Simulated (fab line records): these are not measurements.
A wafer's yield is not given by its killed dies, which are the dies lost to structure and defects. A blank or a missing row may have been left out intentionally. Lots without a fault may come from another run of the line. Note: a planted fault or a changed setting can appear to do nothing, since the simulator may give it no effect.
Matching of chambers || flow sky130 || 4 sister chambers for SKY_SONOS_ONO_ETCH_15 on rie_diel-04
The step etches the open film in CHF3/O2, target depth 19.52 nm, time 7.8 s. 8 wafers are shown with their chamber, then 6 later ones without.

== WAFERS PAIRED WITH THEIR CHAMBERS ==
{"wafer": "L407.1", "chamber": 3, "drypump_motor_current_A (A)": 5.9, "oes_product_au (a.u.)": 1.005}
{"wafer": "L407.3", "chamber": 0, "drypump_motor_current_A (A)": 5.8, "oes_product_au (a.u.)": 1.002}
{"wafer": "L410.3", "chamber": 0, "drypump_motor_current_A (A)": 5.9, "oes_product_au (a.u.)": 1.001}
{"wafer": "L416.1", "chamber": 3, "drypump_motor_current_A (A)": 6.0, "oes_product_au (a.u.)": 1.000}
{"wafer": "L417.4", "chamber": 2, "drypump_motor_current_A (A)": 6.0, "oes_product_au (a.u.)": 1.006}
{"wafer": "L424.1", "chamber": 1, "drypump_motor_current_A (A)": 5.7, "oes_product_au (a.u.)": 0.994}
{"wafer": "L424.4", "chamber": 2, "drypump_motor_current_A (A)": 6.0, "oes_product_au (a.u.)": 1.008}
{"wafer": "L424.6", "chamber": 1, "drypump_motor_current_A (A)": 5.7, "oes_product_au (a.u.)": 0.993}

== WAFERS MISSING THEIR CHAMBER ==
{"wafer": "L427.2", "drypump_motor_current_A (A)": 5.8, "oes_product_au (a.u.)": 0.994}
{"wafer": "L427.4", "drypump_motor_current_A (A)": 6.0, "oes_product_au (a.u.)": 1.006}
{"wafer": "L427.5", "drypump_motor_current_A (A)": 6.0, "oes_product_au (a.u.)": 0.995}
{"wafer": "L428.2", "drypump_motor_current_A (A)": 5.7, "oes_product_au (a.u.)": 0.995}
{"wafer": "L428.3", "drypump_motor_current_A (A)": 5.8, "oes_product_au (a.u.)": 0.993}
{"wafer": "L428.6", "drypump_motor_current_A (A)": 5.9, "oes_product_au (a.u.)": 0.999}

== EACH ONE'S CHAMBER ==
{"wafer": "L427.2", "from the rows above": "can't be placed: 1 or 0", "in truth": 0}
{"wafer": "L427.4", "from the rows above": "can't be placed: 2 or 3", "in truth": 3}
{"wafer": "L427.5", "from the rows above": "can't be placed: 3 or 0", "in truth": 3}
{"wafer": "L428.2", "from the rows above": 1, "in truth": 1}
{"wafer": "L428.3", "from the rows above": 1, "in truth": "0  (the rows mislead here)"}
{"wafer": "L428.6", "from the rows above": "can't be placed: 0 or 3", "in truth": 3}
Placed correctly: 1 of 6. Unplaceable from these rows: 4, with the true chamber sitting among the candidates in 4. Number placed wrongly: 1.
How it was worked out, from the rows above alone: a wafer's distance from a chamber is the root of the sum, over the readings, of the square of ((its reading less the chamber's mean) divided by the reading's scatter). If the next closest chamber is less than 2 further off than the closest, the wafer can't be placed; otherwise it belongs to the closest. The mean given for a chamber averages the wafers shown for that chamber. The scatter: take each reading less its chamber's mean, square it, sum over the shown wafers, divide by the number of wafers less the number of chambers, and take the root.
